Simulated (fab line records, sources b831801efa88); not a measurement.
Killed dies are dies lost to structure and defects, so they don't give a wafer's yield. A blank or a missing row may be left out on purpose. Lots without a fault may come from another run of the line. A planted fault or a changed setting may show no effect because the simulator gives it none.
fab line records | flow sky130
record lots=7 wafers=21 last_day=49
route steps=708 shown NWELL@77 PWDE@84 VT_ADJUST_HVTP@85
lots that met no fault: from a run of the same line without faults
start_h: hours from the record's first day to the start of the lot's first wafer shown | wait_h: hours since the lot's step before | " the same as in the row above | L1.1+2: a row that stands for several wafers | - no value, or no start given | * or withheld: withheld | < > ~ a bound
route shown NAME@n: a module of which the file shows steps, and the number in the route of the first | usual: mean/standard deviation of fault-free wafers | same: alike in all rows | chamber/n: place in a boat | sites: the reading at each site | _std_site: their standard deviation | _edge_site: outer sites' mean less inner sites' | radius_mm: how far each site lies from the wafer's centre | mask NAME#n: copy n | behind: the tool/chamber that last shaped the wafer | hold: why the lot was held/for how many hours/how that ended | device: the transistor (n, p or np) that didn't switch | end of line: the same wafers' tests at the end of the route | a step without rows: its recipe alone | killed: dies lost to structure and defects at the first sort, not the wafer's yield | map: a wafer's dies, x killed, . not, _ none there
set.NAME: the setting as run; set.NAME@STEP: as run at that earlier step | model.NAME: the simulator's own value behind a step, which no gauge read
lots at some steps of the route; a table a step, a row a wafer
services: from which hour (start_h, from the record's first day; less than 0 if before it) a tool's chamber was out of use, for how many hours, and why
## steps
# step SKY_NWELL_IMPLANT_24
# recipe species=B energy_kev=140 dose_cm2=9.2e+12 tilt_deg=withheld
# step SKY_NWELL_STRIP_25
# recipe chemistry=O2/N2 power_w=1400 pressure_mtorr=1500 platen_temp_c=withheld o2_flow_sccm=3000 n2_flow_sccm=300 overash_fraction=0.5
# usual drypump_motor_current_A=5.3/0.4 oes_product_au=0.723/0.0042 strip_time_to_endpoint_s=36.95/0.1
# columns lot.wafer tool chamber start_h wait_h drypump_motor_current_A oes_product_au rf_hours_counter_h strip_time_to_endpoint_s
L991.2 plasma_asher-01 1 109.12 0.1 5.7 0.724 42 36.97
L991.4 " 1 " " 5.6 0.717 - 36.89
L991.5 " 1 " " 5.6 0.716 - 36.86
L996.1 plasma_asher-04 1 132.18 0.1 5.2 0.719 33 36.95
L996.2 " 0 " " 5.0 0.722 33 36.99
L996.3 " 1 " " 5.2 0.726 - 36.96
L998.4 plasma_asher-03 1 145.96 0.1 6.0 0.720 - 37.00
L998.5 " 1 " " 6.1 0.725 - 36.98
L998.6 " 0 " " 5.2 0.723 - 36.93
L999.1 plasma_asher-04 0 152.62 0.1 5.0 0.718 35 36.91
L999.3 " 1 " " 5.2 0.725 - 36.95
L999.4 " 0 " " 5.0 0.724 - 36.96
L100.3 plasma_asher-03 1 158.65 0.1 6.0 0.730 - 37.01
L100.4 " 0 " " 5.2 0.721 - 37.00
L100.5 " 1 " " 6.0 0.725 - 37.04
L106.2 plasma_asher-04 0 194.17 0.1 5.0 0.723 39 37.03
L106.3 " 0 " " 5.0 0.722 - 37.02
L106.4 " 1 " " 5.2 0.719 - 36.88
L111.1 plasma_asher-03 0 228.77 0.1 5.2 0.725 52 37.10
L111.2 " 1 " " 6.1 0.730 52 37.12
L111.5 " 0 " " 5.2 0.724 - 37.11
# step SKY_NWELL_TW_MEAS_26
# usual NWELL_2_TW=502.9/2.6
# columns lot.wafer tool chamber start_h wait_h NWELL_2_TW
L991.2 film_metro-01 - 109.23 0.1 507.8
L991.4 " - " " 500.4
L991.5 " - " " 501.4
L996.1 film_metro-02 - 132.28 0.1 502.0
L996.2 " - " " 501.3
L996.3 " - " " 503.3
L998.4 film_metro-01 - 146.06 0.1 506.3
L998.5 " - " " 505.3
L998.6 " - " " 504.9
L999.1 film_metro-02 - 152.72 0.1 496.6
L999.3 " - " " 503.0
L999.4 " - " " 498.1
L100.3 film_metro-01 - 158.74 0.1 505.3
L100.4 " - " " 505.0
L100.5 " - " " 507.2
L106.2 film_metro-02 - 194.28 0.1 505.8
L106.3 " - " " 507.3
L106.4 " - " " 506.9
L111.1 film_metro-04 - 228.87 0.1 505.6
L111.2 " - " " 501.3
L111.5 " - " " 500.9
# step SKY_NWELL_CLEAN_27
# recipe chemistry=SC1/SC2 mix=1:4:20 temp_c=70 time_s=150 dry=n2_spin
# step SKY_NWELL_RTA_28
# recipe temp_c=1050 time_s=30 idle_temp_c=650 ramp_up_c_per_s=150 ramp_down_c_per_s=90 ambient=N2
# usual lamp_power_pct=25.30/0.048 wafer_temp_C_max=1054.7/0.85
# columns lot.wafer tool chamber start_h wait_h lamp_power_pct wafer_temp_C_max
L991.2 rtp_anneal-02 0 109.40 0.0 25.28 1054.2
L991.4 " 0 " " 25.36 1054.5
L991.5 " 0 " " 25.27 1054.2
L996.1 rtp_anneal-02 0 132.39 0.0 25.28 1056.6
L996.2 " 0 " " 25.27 1055.7
L996.3 " 0 " " 25.27 1055.3
L998.4 rtp_anneal-02 0 146.20 0.1 25.33 1053.7
L998.5 " 0 " " 25.28 1054.1
L998.6 " 0 " " 25.25 1055.0
L999.1 rtp_anneal-01 0 152.83 0.0 25.34 1054.7
L999.3 " 0 " " 25.25 1054.8
L999.4 " 0 " " 25.34 1055.0
L100.3 rtp_anneal-02 0 158.87 0.0 25.34 1054.6
L100.4 " 0 " " 25.28 1054.6
L100.5 " 0 " " 25.29 1055.7
L106.2 rtp_anneal-02 0 194.40 0.0 25.30 1054.1
L106.3 " 0 " " 25.29 1053.8
L106.4 " 0 " " 25.35 1054.0
L111.1 rtp_anneal-01 0 228.98 0.0 25.24 1055.0
L111.2 " 0 " " 25.25 1054.5
L111.5 " 0 " " 25.26 1053.8
# step SKY_NWELL_RS_MEAS_29
# recipe thk_meas_gauge=four-point-probe
# usual NWELL_RS=624.4/1.3
# columns lot.wafer tool chamber start_h wait_h NWELL_RS[ohm/sq]
L991.2 film_metro-02 - 109.51 0.1 624.6
L991.4 " - " " 624.1
L991.5 " - " " 623.8
L996.1 film_metro-02 - 132.49 0.1 623.5
L996.2 " - " " 623.9
L996.3 " - " " 623.2
L998.4 film_metro-01 - 146.31 0.1 625.0
L998.5 " - " " 625.5
L998.6 " - " " 626.0
L999.1 film_metro-01 - 152.93 0.1 625.7
L999.3 " - " " 624.8
L999.4 " - " " 624.4
L100.3 film_metro-02 - 158.98 0.1 624.2
L100.4 " - " " 623.2
L100.5 " - " " 623.7
L106.2 film_metro-02 - 194.50 0.1 626.4
L106.3 " - " " 627.9
L106.4 " - " " 623.9
L111.1 film_metro-01 - 229.08 0.1 624.4
L111.2 " - " " 623.2
L111.5 " - " " 622.7
# step SKY_NWELL_RS_MEAS_31
# recipe thk_meas_gauge=four-point-probe
# usual PWDE_RS=5277/17
# columns lot.wafer tool chamber start_h wait_h PWDE_RS[ohm/sq]
L991.2 film_metro-02 - 109.75 0.1 5302
L991.4 " - " " 5267
L991.5 " - " " 5282
L996.1 film_metro-02 - 132.73 0.1 5305
L996.2 " - " " 5267
L996.3 " - " " 5283
L998.4 film_metro-01 - 146.55 0.1 5272
L998.5 " - " " 5260
L998.6 " - " " 5270
L999.1 film_metro-01 - 153.17 0.1 5291
L999.3 " - " " 5313
L999.4 " - " " 5284
L100.3 film_metro-02 - 159.22 0.1 5244
L100.4 " - " " 5254
L100.5 " - " " 5276
L106.2 film_metro-02 - 194.74 0.1 5266
L106.3 " - " " 5292
L106.4 " - " " 5296
L111.1 film_metro-01 - 229.32 0.1 5283
L111.2 " - " " 5285
L111.5 " - " " 5262
# step SKY_VT_ADJUST_HVTP_DEHYDRATE_00
# recipe temp_c=200 time_s=60
# step SKY_VT_ADJUST_HVTP_HMDS_01
# recipe prime_time_s=60 prime_temp_c=120
# step SKY_VT_ADJUST_HVTP_COAT_02
# recipe resist=NOVOLAK spin_rpm=3000 resist_thk_nm=1140
# step SKY_VT_ADJUST_HVTP_SOFTBAKE_03
# recipe temp_c=90 time_s=61.52 resist=NOVOLAK
# usual heater_power_total_W=56.60/0.053 plate_sensor_t_centre_C=90.758/0.0094 plate_sensor_t_edge_C=90.829/0.0095 resist_line_temp_C=22.98/0.11
# columns lot.wafer tool chamber start_h wait_h heater_power_total_W plate_sensor_t_centre_C plate_sensor_t_edge_C resist_line_temp_C
L991.2 litho_track-04 0 118.92 0.1 56.67 90.755 90.813 23.12
L991.4 " 0 " " 56.56 90.726 90.840 22.95
L991.5 " 0 " " 56.66 90.753 90.824 23.10
L996.1 litho_track-01 0 142.03 0.1 56.59 90.772 90.824 23.14
L996.2 " 0 " " 56.62 90.756 90.823 23.05
L996.3 " 0 " " 56.55 90.760 90.824 23.03
L998.4 litho_track-02 0 156.01 0.1 56.59 90.764 90.830 22.95
L998.5 " 0 " " 56.59 90.762 90.822 22.92
L998.6 " 0 " " 56.57 90.771 90.833 22.86
L999.1 litho_track-04 0 163.19 0.1 56.65 90.751 90.832 22.92
L999.3 " 0 " " 56.64 90.749 90.819 22.98
L999.4 " 0 " " 56.53 90.760 90.813 22.82
L100.3 litho_track-02 0 169.08 0.1 56.63 90.758 90.824 23.04
L100.4 " 0 " " 56.59 90.760 90.819 22.86
L100.5 " 0 " " 56.64 90.762 90.845 22.97
L106.2 litho_track-02 0 206.01 0.1 56.61 90.766 90.833 22.79
L106.3 " 0 " " 56.60 90.769 90.844 22.81
L106.4 " 0 " " 56.57 90.760 90.833 22.74
L111.1 litho_track-01 0 240.38 0.1 56.68 90.753 90.842 22.92
L111.2 " 0 " " 56.60 90.767 90.836 22.84
L111.5 " 0 " " 56.60 90.766 90.816 22.84
# step SKY_VT_ADJUST_HVTP_EXPOSE_04
# recipe mask_id=HVTPM na=0.6 source_shape=conventional sigma_outer=0.6 polarization=unpolarized target_cd_nm=380 dose_mj=140
# usual exposure_dose_mJ_cm2=140.7/0.69 focus_offset_nm=0.1/0.5 reticle_temp_C=22.99/0.1
# columns lot.wafer tool chamber start_h wait_h mask exposure_dose_mJ_cm2 focus_offset_nm reticle_temp_C
L991.2 iline_stepper-02 0 119.19 - HVTPM#0 141.1 -0.7 23.08
L991.4 " 0 " " HVTPM#0 141.3 -0.7 23.04
L991.5 " 0 " " HVTPM#0 141.2 -0.3 23.09
L996.1 iline_stepper-01 0 142.18 - HVTPM#0 139.8 0.1 23.04
L996.2 " 0 " " HVTPM#0 139.9 0.3 23.06
L996.3 " 0 " " HVTPM#0 140.1 -0.6 22.99
L998.4 iline_stepper-02 - 156.14 - HVTPM#0 - - -
L998.5 " - " " HVTPM#0 - - -
L998.6 " - " " HVTPM#0 - - -
L999.1 iline_stepper-02 - 163.34 - HVTPM#0 - - -
L999.3 " - " " HVTPM#0 - - -
L999.4 " - " " HVTPM#0 - - -
L100.3 iline_stepper-02 - 169.22 - HVTPM#0 - - -
L100.4 " - " " HVTPM#0 - - -
L100.5 " - " " HVTPM#0 - - -
L106.2 iline_stepper-02 0 206.15 - HVTPM#0 141.2 0.0 23.15
L106.3 " 0 " " HVTPM#0 141.2 -0.7 23.00
L106.4 " 0 " " HVTPM#0 141.4 -0.1 23.09
L111.1 iline_stepper-01 0 240.53 - HVTPM#0 139.8 -0.7 23.00
L111.2 " 0 " " HVTPM#0 139.8 -0.1 22.99
L111.5 " 0 " " HVTPM#0 139.7 -0.1 23.06
# step SKY_VT_ADJUST_HVTP_PEB_05
# recipe temp_c=withheld time_s=* resist=NOVOLAK
## services
# columns tool chamber start_h hours kind
iline_stepper-02 - 116.76 - calibration
iline_stepper-02 0 158.74 - calibration
plasma_asher-03 - 174.20 0.9 repair
iline_stepper-02 - 186.10 2.1 pm
iline_stepper-02 - 188.18 - consumable_replace:lamp
iline_stepper-01 - 200.28 1.7 pm
iline_stepper-02 - 215.89 1.7 pm
plasma_asher-03 - 237.18 1.0 repair
## key
first_sign step=SKY_VT_ADJUST_HVTP_EXPOSE_04 reading=tool_record direction=missing
effect none on later readings
met_at SKY_VT_ADJUST_HVTP_EXPOSE_04
struck_wafers L998.4,L998.5,L998.6,L999.1,L999.3,L999.4,L100.3,L100.4,L100.5
sort_left_out L998.4,L998.5,L998.6,L999.1,L999.3,L999.4,L100.3,L100.4,L100.5
tester_left_out L998,L999,L100
onset_between 119.19 156.14
fault kind=skipped_step_whole tool=iline_stepper-02 chamber=- onset_h=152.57 steps=SKY_VT_ADJUST_HVTP_EXPOSE_04 scope=struck_lots_only
# tester_left_out: of these lots the tester's yield and bins aren't shown, on N5 and GAA mostly nor the transistor test; their killed dies are dies lost to structure and defects alone, not to doping, threshold or leakage, so they don't give the yield
# sort_left_out: the simulated sort isn't trusted on such a fault, so these wafers' sort isn't shown, and their yield isn't known
